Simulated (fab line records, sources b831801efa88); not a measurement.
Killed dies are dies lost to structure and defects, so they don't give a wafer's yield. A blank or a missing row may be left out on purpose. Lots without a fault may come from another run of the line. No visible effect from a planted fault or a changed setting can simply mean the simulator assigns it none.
The same fault as seen by 2 desks	flow sky130	every desk sees just its own numbers, and what lay behind them comes last

== FROM THE METROLOGY DESK ==
What the gauges read for every lot (on any tool): the sampled wafers with a number, averaged. The brackets show how far a lot's mean lies from the usual mean; more than 4 standard deviations puts the lot out of limits, marked OUT.
Columns: A = SONOS_TUNNEL_TW at SKY_SONOS_TUNNEL_TW_MEAS_12, usual 197.5
lot	first seen here	A
L847	day 11 04:04	199.4
L848	day 11 15:44	196.9
L849	day 11 21:56	198.2
L850	day 12 05:44	199.0
L852	day 12 22:08	195.4
L856	day 14 00:10	198.5
L860	day 15 12:47	198.2
L862	day 16 15:18	190.2 (-7.3) OUT
L865	day 17 04:14	190.9 (-6.6) OUT
L866	day 17 21:30	197.5
L867	day 18 05:52	197.7
L870	day 18 23:31	197.4
This desk reports L862, L865 out of limits; the earliest was L862 at day 16 15:18 (SONOS_TUNNEL_TW at SKY_SONOS_TUNNEL_TW_MEAS_12). Within limits: L847, L848, L849, L850, L852, L856, L860, L866, L867, L870.

== FOR THE TOOL OWNER'S DESK: implanter-04 ==
The tool's own readings at SKY_SONOS_TUNNEL_IMPLANT_09, given as means over the sampled wafers that have a number, one for each lot that went through this tool. The brackets show how far a lot's mean lies from the usual mean; more than 4 standard deviations puts the lot out of limits, marked OUT.
Columns: A = dose-ions-cm2 at SKY_SONOS_TUNNEL_IMPLANT_09, usual 1.0001e+12; B = faraday-current-uA at SKY_SONOS_TUNNEL_IMPLANT_09, usual 5.64
lot	first seen here	A	B
L862	day 16 14:55	8.8150e+11 (-99 or more) OUT	4.95 (-5.8) OUT
L865	day 17 03:49	8.7977e+11 (-99 or more) OUT	5.00 (-5.3) OUT
This desk's verdict: out of limits on L862, L865, starting with L862 at day 16 14:55 (dose-ions-cm2 at SKY_SONOS_TUNNEL_IMPLANT_09). In limits: none.

== TAKEN TOGETHER ==
On L862, L865, at day 16 14:55, an alarm was possible from the tool owner's desk.
The metrology desk could have raised an alarm at day 16 15:18, on L862, L865.
SKY_SONOS_TUNNEL_IMPLANT_09 was run on implanter-04 by each of the lots named.

== WHAT THE SIMULATOR PUT IN ==
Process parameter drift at SKY_SONOS_TUNNEL_IMPLANT_09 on implanter-04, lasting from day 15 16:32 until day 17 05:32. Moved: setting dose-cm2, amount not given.
Shown lots that were struck: L862, L865.
Fault start to first reading out of limits, in hours, per desk: tool owner, 22; metrology, 23.
